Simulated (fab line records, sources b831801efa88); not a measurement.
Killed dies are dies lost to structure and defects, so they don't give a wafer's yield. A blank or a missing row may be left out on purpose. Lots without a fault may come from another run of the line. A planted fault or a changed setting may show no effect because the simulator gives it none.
fab line records | flow sky130
record lots=6 wafers=18 last_day=50
route steps=708 shown GATE_OXIDE@190 PAD_OPEN@708
lots that met no fault: from a run of the same line without faults
start_h: hours from the record's first day to the start of the lot's first wafer shown | wait_h: hours since the lot's step before | " the same as in the row above | L1.1+2: a row that stands for several wafers | - no value, or no start given | * or withheld: withheld | < > ~ a bound
route shown NAME@n: a module of which the file shows steps, and the number in the route of the first | usual: mean/standard deviation of fault-free wafers | same: alike in all rows | chamber/n: place in a boat | sites: the reading at each site | _std_site: their standard deviation | _edge_site: outer sites' mean less inner sites' | radius_mm: how far each site lies from the wafer's centre | mask NAME#n: copy n | behind: the tool/chamber that last shaped the wafer | hold: why the lot was held/for how many hours/how that ended | device: the transistor (n, p or np) that didn't switch | end of line: the same wafers' tests at the end of the route | a step without rows: its recipe alone | killed: dies lost to structure and defects at the first sort, not the wafer's yield | map: a wafer's dies, x killed, . not, _ none there
set.NAME: the setting as run; set.NAME@STEP: as run at that earlier step | model.NAME: the simulator's own value behind a step, which no gauge read
lots at some steps of the route; a table a step, a row a wafer
services: from which hour (start_h, from the record's first day; less than 0 if before it) a tool's chamber was out of use, for how many hours, and why
## steps
# step SKY_GATE_OXIDE_DEHYDRATE_03
# recipe temp_c=200 time_s=60
# step SKY_GATE_OXIDE_HMDS_04
# recipe prime_time_s=60 prime_temp_c=120
# step SKY_GATE_OXIDE_COAT_05
# recipe resist=NOVOLAK spin_rpm=3000 resist_thk_nm=1140
# step SKY_GATE_OXIDE_SOFTBAKE_06
# recipe temp_c=91.04 time_s=60 resist=NOVOLAK
# step SKY_GATE_OXIDE_EXPOSE_07
# recipe mask_id=LVOM na=0.6 source_shape=conventional sigma_outer=0.6 polarization=unpolarized target_cd_nm=600 dose_mj=170
# step SKY_GATE_OXIDE_PEB_08
# recipe temp_c=withheld time_s=* resist=NOVOLAK
# step SKY_GATE_OXIDE_DEVELOP_09
# recipe resist=NOVOLAK developer=TMAH develop_time_s=60 dev_temp_c=23
# step SKY_GATE_OXIDE_OVL_MEAS_10
# usual GATE_OXIDE_OVL=0.6/1.5
# columns lot.wafer tool chamber start_h wait_h GATE_OXIDE_OVL[nm]
L323.1 overlay-02 - 324.54 0.1 0.4
L323.3 " - " " -0.7
L323.6 " - " " -0.7
L335.4 overlay-02 - 422.19 0.1 0.1
L335.5 " - " " 0.9
L335.6 " - " " 0.2
L336.2 overlay-02 - 439.88 0.1 0.2
L336.4 " - " " -1.3
L336.5 " - " " -1.0
L342.1 overlay-01 - 494.21 0.1 1.4
L342.2 " - " " 1.9
L342.6 " - " " 0.9
L341.1 overlay-02 - 496.72 0.1 -0.4
L341.3 " - " " 0.6
L341.4 " - " " 1.1
L344.2 overlay-02 - 501.54 0.1 -1.1
L344.4 " - " " 0.0
L344.5 " - " " -0.2
# step SKY_GATE_OXIDE_IMPLANT_11
# recipe species=B energy_kev=10 dose_cm2=2.6e+12 tilt_deg=withheld
# step SKY_GATE_OXIDE_WET_ETCH_12
# recipe chemistry=dHF target_depth_nm=16.8 dry=n2_spin target=SiO2 dilution=100:1 temp_c=25 time_s=336
# step SKY_GATE_OXIDE_STRIP_13
# recipe chemistry=O2/N2 power_w=1400 pressure_mtorr=1500 platen_temp_c=withheld o2_flow_sccm=3000 n2_flow_sccm=300 overash_fraction=0.5
# usual drypump_motor_current_A=5.7/0.39 oes_product_au=0.716/0.0043 strip_time_to_endpoint_s=14.13/0.046
# same overash_fraction=0.5
# columns lot.wafer tool chamber start_h wait_h drypump_motor_current_A oes_product_au rf_hours_counter_h strip_time_to_endpoint_s
L323.1 plasma_asher-03 0 324.82 0.0 5.9 0.722 50 14.14
L323.3 " 0 " " 5.9 0.707 - 14.06
L323.6 " 1 " " 5.8 0.719 - 14.08
L335.4 plasma_asher-01 0 422.49 0.0 5.6 0.711 - 14.22
L335.5 " 0 " " 5.6 0.722 - 14.19
L335.6 " 1 " " 4.9 0.718 - 14.19
L336.2 plasma_asher-01 1 440.16 0.0 4.9 0.713 75 14.15
L336.4 " 0 " " 5.6 0.714 - 14.15
L336.5 " 0 " " 5.6 0.715 - 14.17
L342.1 plasma_asher-02 1 494.52 0.0 6.0 0.719 37 14.13
L342.2 " 0 " " 6.0 0.722 37 14.16
L342.6 " 1 " " 6.0 0.719 - 14.15
L341.1 plasma_asher-02 0 497.04 0.0 6.0 0.719 37 14.13
L341.3 " 0 " " 6.0 0.717 - 14.19
L341.4 " 1 " " 6.0 0.709 - 14.18
L344.2 plasma_asher-02 1 501.84 0.0 6.0 0.718 38 14.19
L344.4 " 0 " " 6.0 0.715 - 14.19
L344.5 " 0 " " 6.0 0.711 - 14.16
# step SKY_GATE_OXIDE_TW_MEAS_14
# usual GATE_OXIDE_TW=222.8/2
# columns lot.wafer tool chamber start_h wait_h GATE_OXIDE_TW
L323.1 film_metro-03 - 324.92 0.1 221.4
L323.3 " - " " 221.3
L323.6 " - " " 222.1
L335.4 film_metro-04 - 422.59 0.1 221.5
L335.5 " - " " 221.4
L335.6 " - " " 221.6
L336.2 film_metro-01 - 440.27 0.1 225.5
L336.4 " - " " 225.2
L336.5 " - " " 224.5
L342.1 film_metro-04 - 494.62 0.1 222.4
L342.2 " - " " 223.1
L342.6 " - " " 221.1
L341.1 film_metro-04 - 497.14 0.1 221.6
L341.3 " - " " 222.0
L341.4 " - " " 220.9
L344.2 film_metro-04 - 501.95 0.1 222.2
L344.4 " - " " 222.0
L344.5 " - " " 223.2
# step SKY_GATE_OXIDE_CLEAN_15
# recipe chemistry=SC1/SC2 mix=1:4:20 temp_c=70 time_s=150 dry=n2_spin
# usual run_length_s=178/3.8
# columns lot.wafer tool chamber start_h wait_h run_length_s
L323.1 wet_bench-01 3 324.98 0.1 174
L323.3 " 3 " " 174
L323.6 " 3 " " 174
L335.4 wet_bench-01 0 422.62 0.0 204
L335.5 " 0 " " 204
L335.6 " 0 " " 204
L336.2 wet_bench-01 2 440.32 0.0 204
L336.4 " 2 " " 204
L336.5 " 2 " " 204
L342.1 wet_bench-03 1 494.68 0.1 176
L342.2 " 1 " " 176
L342.6 " 1 " " 176
L341.1 wet_bench-04 3 497.20 0.1 174
L341.3 " 3 " " 174
L341.4 " 3 " " 174
L344.2 wet_bench-03 0 502.00 0.0 176
L344.4 " 0 " " 176
L344.5 " 0 " " 176
# step SKY_GATE_OXIDE_OXIDATION_16
# recipe temp_c=800 ambient=O2 idle_temp_c=700 ramp_up_c_per_min=10 ramp_down_c_per_min=3 stabilise_s=600 purge_s=300 target_thk_a=35.7 ox_time_s=1915
# step SKY_PAD_OPEN_PROBE_99
# usual killed_at_M0_to_M3=43/6.2 killed_at_M4_up=2.8/1.7 killed_at_contacts=24/4.8 killed_at_front_end=15/4.3 killed_at_other=0.3/0.55 killed_dies=85/8.4 killed_open=46/6.7 killed_short=38/6.2
# same gross_dies=492 killed_at_back_side=0
# columns lot.wafer tool chamber start_h wait_h killed_at_M0_to_M3 killed_at_M4_up killed_at_contacts killed_at_front_end killed_at_other killed_dies killed_open killed_short
L323.1 prober-01 - 1082.59 0.1 35 2 27 15 0 79 43 36
L323.3 prober-01 - 1082.69 0.2 50 1 23 15 0 89 51 38
L323.6 prober-01 - 1082.84 0.2 45 2 24 18 0 89 55 34
L335.4 prober-01 - 1147.34 0.2 49 5 24 10 0 88 48 40
L335.5 prober-01 - 1147.39 0.2 33 2 22 11 0 68 33 35
L335.6 prober-01 - 1147.44 0.2 46 2 28 19 0 95 49 46
L336.2 prober-02 - 1156.50 0.1 50 1 28 16 1 96 54 42
L336.4 prober-02 - 1156.60 0.2 37 5 18 14 0 74 42 30
L336.5 prober-02 - 1156.65 0.2 35 2 20 16 0 73 43 30
L342.1 prober-01 - 1195.09 0.1 45 7 17 14 0 83 45 38
L342.2 prober-01 - 1195.14 0.1 54 3 16 14 0 87 46 41
L342.6 prober-01 - 1195.34 0.2 39 2 26 10 0 77 36 41
L341.1 prober-02 - 1195.87 0.1 47 2 15 15 1 80 39 41
L341.3 prober-02 - 1195.97 0.2 39 2 28 20 0 89 49 40
L341.4 prober-02 - 1196.02 0.2 37 5 23 16 0 81 38 42
L344.2 prober-01 - 1197.98 0.1 42 2 30 9 1 84 48 36
L344.4 prober-01 - 1198.08 0.2 45 1 20 9 0 75 45 30
L344.5 prober-01 - 1198.13 0.2 36 2 28 21 0 87 51 36
# killed by level:class
L323.1 CONTACT:geometric_particle:open=9 LI_CONTACT:geometric_particle:open=6 VIA1:geometric_particle:open=6 FIELD_ISO:geometric_particle:open=5 LI_CONTACT:geometric_particle:short=5 LOCAL_INTERCONNECT:geometric_particle:short=5 METAL1:geometric_particle:short=5 VIA2:geometric_particle:short=5
L323.3 VIA1:geometric_particle:open=13 CONTACT:geometric_particle:open=12 VIA3:geometric_particle:open=9 METAL1:geometric_particle:short=7 FIELD_ISO:geometric_particle:short=5 FIELD_ISO:geometric_particle:open=5 CONTACT:geometric_particle:short=5 VIA1:geometric_particle:short=5
L323.6 VIA1:geometric_particle:open=11 LI_CONTACT:geometric_particle:open=8 CONTACT:geometric_particle:open=8 VIA3:geometric_particle:open=7 VIA2:geometric_particle:open=6 METAL2:geometric_particle:short=6 FIELD_ISO:geometric_particle:short=5 FIELD_ISO:geometric_particle:open=5
L335.4 VIA1:geometric_particle:open=11 METAL2:geometric_particle:short=8 CONTACT:geometric_particle:open=8 CONTACT:geometric_particle:short=6 VIA1:geometric_particle:short=6 VIA2:geometric_particle:open=6 VIA3:geometric_particle:open=6 LI_CONTACT:geometric_particle:open=4
L335.5 METAL2:geometric_particle:short=11 LI_CONTACT:geometric_particle:open=8 POLY_GATE:geometric_particle:open=5 CONTACT:geometric_particle:open=5 VIA1:geometric_particle:open=5 VIA3:geometric_particle:open=5 LI_CONTACT:geometric_particle:short=4 VIA1:geometric_particle:short=4
L335.6 METAL2:geometric_particle:short=11 CONTACT:geometric_particle:open=11 LI_CONTACT:geometric_particle:open=6 VIA2:geometric_particle:open=6 METAL2:geometric_particle:open=5 FIELD_ISO:geometric_particle:open=4 POLY_GATE:geometric_particle:short=4 LI_CONTACT:geometric_particle:short=4
L336.2 VIA1:geometric_particle:open=10 METAL2:geometric_particle:short=10 LI_CONTACT:geometric_particle:open=9 CONTACT:geometric_particle:open=8 VIA2:geometric_particle:open=6 VIA3:geometric_particle:open=6 CONTACT:geometric_particle:short=5 VIA1:geometric_particle:short=5
L336.4 VIA1:geometric_particle:open=11 CONTACT:geometric_particle:open=10 VIA3:geometric_particle:open=8 VIA1:geometric_particle:short=6 METAL2:geometric_particle:short=6 FIELD_ISO:geometric_particle:open=4 FIELD_ISO:geometric_particle:short=4 LI_CONTACT:geometric_particle:short=3
L336.5 CONTACT:geometric_particle:open=11 VIA1:geometric_particle:open=9 FIELD_ISO:geometric_particle:open=7 VIA1:geometric_particle:short=7 VIA2:geometric_particle:open=5 METAL1:geometric_particle:short=5 LI_CONTACT:geometric_particle:open=4 FIELD_ISO:geometric_particle:short=3
L342.1 VIA1:geometric_particle:open=12 VIA2:geometric_particle:open=10 VIA1:geometric_particle:short=8 LOCAL_INTERCONNECT:geometric_particle:short=6 CONTACT:geometric_particle:open=6 METAL4:geometric_particle:short=6 VIA3:geometric_particle:open=5 POLY_GATE:geometric_particle:open=5
L342.2 VIA1:geometric_particle:open=17 METAL1:geometric_particle:short=10 LI_CONTACT:geometric_particle:open=8 POLY_GATE:geometric_particle:short=5 VIA1:geometric_particle:short=5 METAL2:geometric_particle:short=5 LI_CONTACT:geometric_particle:short=4 VIA2:geometric_particle:open=4
L342.6 LI_CONTACT:geometric_particle:open=8 VIA1:geometric_particle:open=7 CONTACT:geometric_particle:short=6 METAL1:geometric_particle:short=5 VIA1:geometric_particle:short=5 METAL3:geometric_particle:short=5 LI_CONTACT:geometric_particle:short=4 CONTACT:geometric_particle:open=4
L341.1 METAL1:geometric_particle:short=10 CONTACT:geometric_particle:open=9 VIA1:geometric_particle:open=8 METAL2:geometric_particle:short=8 FIELD_ISO:geometric_particle:short=4 LI_CONTACT:geometric_particle:open=4 VIA2:geometric_particle:open=4 VIA3:geometric_particle:short=4
L341.3 CONTACT:geometric_particle:open=9 FIELD_ISO:geometric_particle:short=7 POLY_GATE:geometric_particle:open=7 VIA1:geometric_particle:open=7 VIA3:geometric_particle:open=7 METAL1:geometric_particle:short=6 LOCAL_INTERCONNECT:geometric_particle:short=6 VIA1:geometric_particle:short=6
L341.4 CONTACT:geometric_particle:short=8 CONTACT:geometric_particle:open=7 VIA1:geometric_particle:open=7 VIA2:geometric_particle:open=6 VIA1:geometric_particle:short=5 METAL2:geometric_particle:short=5 FIELD_ISO:geometric_particle:short=4 VIA3:geometric_particle:open=4
L344.2 CONTACT:geometric_particle:open=12 VIA3:geometric_particle:open=10 VIA1:geometric_particle:open=8 LI_CONTACT:geometric_particle:open=8 VIA1:geometric_particle:short=6 METAL1:geometric_particle:short=5 LI_CONTACT:geometric_particle:short=4 CONTACT:geometric_particle:short=4
L344.4 VIA1:geometric_particle:open=8 VIA2:geometric_particle:open=8 LI_CONTACT:geometric_particle:open=7 VIA3:geometric_particle:open=7 METAL2:geometric_particle:short=6 FIELD_ISO:geometric_particle:short=5 CONTACT:geometric_particle:open=5 METAL1:geometric_particle:short=4
L344.5 CONTACT:geometric_particle:open=12 VIA1:geometric_particle:open=9 LI_CONTACT:geometric_particle:open=7 VIA3:geometric_particle:open=7 SPACER:geometric_particle:short=6 METAL1:geometric_particle:short=6 LI_CONTACT:geometric_particle:short=5 FIELD_ISO:geometric_particle:open=4
## services
# columns tool chamber start_h hours kind
plasma_asher-03 - 323.88 0.4 repair
plasma_asher-01 - 340.91 1.2 repair
plasma_asher-02 - 401.10 14.6 pm
plasma_asher-03 - 421.36 11.0 repair
plasma_asher-02 - 493.98 0.4 repair
## key
first_sign step=SKY_GATE_OXIDE_CLEAN_15 reading=run_length_s direction=up sigmas=6.9 usual=* struck=*
effect none on later readings
met_at SKY_GATE_OXIDE_CLEAN_15
struck_wafers L335.4,L335.5,L335.6,L336.2,L336.4,L336.5
tester_left_out L335,L336
onset_between 324.98 422.62
fault kind=process_parameter_drift tool=wet_bench-01 chamber=- onset_h=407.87 steps=SKY_GATE_OXIDE_CLEAN_15 channel=time_s offset=* shape=step end_h=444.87 acts_in=* stated=*
# tester_left_out: of these lots the tester's yield and bins aren't shown, on N5 and GAA mostly nor the transistor test; their killed dies are dies lost to structure and defects alone, not to doping, threshold or leakage, so they don't give the yield
